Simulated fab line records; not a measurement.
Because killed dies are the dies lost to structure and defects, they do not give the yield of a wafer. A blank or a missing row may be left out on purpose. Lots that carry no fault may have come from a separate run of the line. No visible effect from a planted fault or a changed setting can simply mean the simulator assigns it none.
A single fault, viewed from 2 desks -- flow gf180mcu -- every desk sees just its own numbers, and what lay behind them comes last

## TOOL OWNER'S DESK, pvd-sputter-04
The tool's own readings at GF_TOP_METAL_SPUTTER_04 (material TiN, target thk 25 nm, time 20.8 s): means of the sampled wafers that have a number, for each lot that ran on this tool. Marked OUT: a lot whose mean sits more than 4 standard deviations from the usual mean, which makes it out of limits; the brackets give that distance.
Columns: A = chamber-pressure-pa at GF_TOP_METAL_SPUTTER_04, usual 0.4002 Pa; B = throttle-valve-pct at GF_TOP_METAL_SPUTTER_04, usual 30.0 %
lot,first seen here,A,B
L462,day 28 00:44,0.4009,30.1
L471,day 30 10:37,0.4002,29.9
L472,day 30 19:34,0.4004,30.1
This desk's finding: nothing out of limits on any of the 3 lots.

## FROM THE METROLOGY DESK
What the gauges read for every lot (on any tool): the sampled wafers with a number, averaged. Marked OUT: a lot whose mean sits more than 4 standard deviations from the usual mean, which makes it out of limits; the brackets give that distance.
Columns: A = V5_W_RS at GF_V5_RS_MEAS_24, usual 0.328 ohm/sq; B = V5_W_THK at GF_V5_THK_MEAS_25, usual 366 nm; C = TOP_METAL_ALCU_RS at GF_TOP_METAL_RS_MEAS_05, usual 0.0329 ohm/sq; D = TOP_METAL_ALCU_THK at GF_TOP_METAL_THK_MEAS_06, usual 899 nm; E = cd-nm at GF_TOP_METAL_CD_MEAS_14, usual 439.6 nm; F = TOP_METAL_OVL at GF_TOP_METAL_OVL_MEAS_15, usual 0.1 nm
lot,first seen here,A,B,C,D,E,F
L462,day 28 00:07,0.330,362,0.0324,908,443.4,-0.8
L471,day 30 09:58,0.329,362,0.0327,907,434.5,-1.9
L472,day 30 18:46,0.324,367,0.0330,890,443.4,-0.4
L480,day 32 20:18,0.325,366,0.0326,914,437.2,-1.6
L481,day 32 22:05,0.327,361,0.0328,896,441.7,1.2
L484,day 33 14:22,0.331,366,0.0336,888,439.5,0.1
This desk's finding: nothing out of limits on any of the 6 lots.

## ALL TOGETHER
The tool owner's desk saw nothing out of limits.
At the metrology desk, nothing out of limits was observed.

## WHAT THE SIMULATOR PUT IN
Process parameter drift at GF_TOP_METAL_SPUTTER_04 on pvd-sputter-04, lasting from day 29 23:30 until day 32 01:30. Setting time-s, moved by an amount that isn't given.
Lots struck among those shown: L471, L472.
